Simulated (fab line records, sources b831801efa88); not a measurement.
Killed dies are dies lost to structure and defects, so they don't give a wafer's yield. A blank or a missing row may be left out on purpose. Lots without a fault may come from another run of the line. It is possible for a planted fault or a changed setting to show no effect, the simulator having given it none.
2 desks, one fault | flow sky130 | each desk has only its own numbers; what lay behind them comes last

== AT THE METROLOGY DESK ==
What the gauges read for every lot (on any tool): the sampled wafers with a number, averaged. Marked OUT: a lot whose mean sits more than 4 standard deviations from the usual mean, which makes it out of limits; the brackets give that distance.
Columns: A = PAD_OPEN_BOW at SKY_PAD_OPEN_BOW_MEAS_13, usual 46 um
lot  | first seen here | A
L152 | day 45 18:40    | 52
L153 | day 46 02:50    | 47
L154 | day 46 10:40    | 55
L159 | day 47 09:50    | 40
L158 | day 47 11:47    | 53
L160 | day 47 19:20    | 52
L161 | day 47 22:50    | 44
L162 | day 48 07:14    | 49
L163 | day 48 11:27    | 53
L165 | day 48 21:57    | 52
L168 | day 49 09:55    | 47
L169 | day 49 20:15    | 48
L173 | day 50 14:34    | 42
This desk's finding: nothing out of limits on any of the 13 lots.

== DESK OF THE TOOL OWNER: pvd sputter-04 ==
The tool's own readings at SKY_METAL4_SPUTTER_04 (material TiN, target thk 70 nm, time 58.3 s): means of the sampled wafers that have a number, for each lot that ran on this tool. Marked OUT: a lot whose mean sits more than 4 standard deviations from the usual mean, which makes it out of limits; the brackets give that distance.
Columns: A = throttle valve pct at SKY_METAL4_SPUTTER_04, usual 29.8 %
lot  | first seen here | A
L153 | day 40 01:25    | 30.3
L161 | day 42 06:52    | 30.9
L162 | day 42 17:22    | 31.5
L163 | day 43 00:30    | 30.8
L168 | day 44 03:03    | 31.7
L169 | day 44 16:11    | 31.1
This desk's finding: nothing out of limits on any of the 6 lots.

== ALL TOGETHER ==
Metrology desk: nothing out of limits seen.
Nothing out of limits was seen by the tool owner's desk.

== WHAT THE SIMULATOR HAD PUT IN ==
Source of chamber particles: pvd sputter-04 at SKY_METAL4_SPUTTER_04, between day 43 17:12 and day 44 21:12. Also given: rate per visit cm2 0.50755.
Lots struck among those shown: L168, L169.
